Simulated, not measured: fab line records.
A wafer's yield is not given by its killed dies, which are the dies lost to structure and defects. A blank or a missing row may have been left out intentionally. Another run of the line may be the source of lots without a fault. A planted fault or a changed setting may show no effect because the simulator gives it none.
The same fault as seen by 2 desks || flow sky130 || numbers are kept per desk, each desk with only its own; the story behind them comes last

THE METROLOGY DESK
Means of the sampled wafers that have a number, per lot and without regard to the tool the lot ran on: this is what the gauges read. A lot is out of limits, marked OUT, if its mean lies more than 4 standard deviations from the usual mean; the brackets give that distance.
Columns: A = METAL4_OVL at SKY_METAL4_OVL_MEAS_14, usual 2 nm
{"lot": "L351", "first seen here": "day 43 11:22", "A": 8}
{"lot": "L353", "first seen here": "day 43 22:58", "A": 4}
{"lot": "L357", "first seen here": "day 45 06:10", "A": 11}
{"lot": "L358", "first seen here": "day 45 17:34", "A": -5}
{"lot": "L362", "first seen here": "day 46 19:41", "A": -4}
{"lot": "L365", "first seen here": "day 47 06:05", "A": 1}
{"lot": "L364", "first seen here": "day 47 06:44", "A": 1}
{"lot": "L366", "first seen here": "day 47 09:53", "A": -1}
{"lot": "L367", "first seen here": "day 47 20:01", "A": 4}
{"lot": "L369", "first seen here": "day 48 02:40", "A": 3}
{"lot": "L373", "first seen here": "day 49 00:50", "A": 2}
{"lot": "L374", "first seen here": "day 49 04:50", "A": 2}
This desk found nothing out of limits on any of the 12 lots.

TOOL OWNER'S DESK, litho track-01
At SKY_VIA4_SOFTBAKE_07 (time 60 s), the tool's own readings, given per lot that ran on this tool as the mean of the sampled wafers with a number. A lot is out of limits, marked OUT, if its mean lies more than 4 standard deviations from the usual mean; the brackets give that distance.
Columns: A = plate temp C at SKY_VIA4_SOFTBAKE_07, usual 89.97 C; B = run length s at SKY_VIA4_SOFTBAKE_07, usual 89.29 s
{"lot": "L353", "first seen here": "day 44 11:28", "A": 90.02, "B": 89.13}
{"lot": "L357", "first seen here": "day 45 19:55", "A": 89.99, "B": "93.99 (+23) OUT"}
{"lot": "L358", "first seen here": "day 46 05:47", "A": 89.97, "B": "93.96 (+23) OUT"}
{"lot": "L373", "first seen here": "day 49 11:56", "A": 89.82, "B": 89.25}
{"lot": "L374", "first seen here": "day 49 16:19", "A": 89.80, "B": 89.23}
This desk's verdict: out of limits on L357, L358, starting with L357 at day 45 19:55 (run length s at SKY_VIA4_SOFTBAKE_07). In limits: L353, L373, L374.

ALL TOGETHER
The tool owner's desk could have raised an alarm at day 45 19:55, on L357, L358.
The metrology desk saw nothing out of limits.
The metrology desk has L357, L358 on record, within its limits.
On litho track-01, each named lot ran SKY_VIA4_SOFTBAKE_07.

WHAT THE SIMULATOR PUT IN
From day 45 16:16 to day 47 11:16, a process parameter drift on litho track-01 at SKY_VIA4_SOFTBAKE_07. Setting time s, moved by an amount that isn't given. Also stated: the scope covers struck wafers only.
Lots struck among those shown: L357, L358.
Each desk's first reading out of limits, in hours after the fault started: the tool owner's desk, 4.
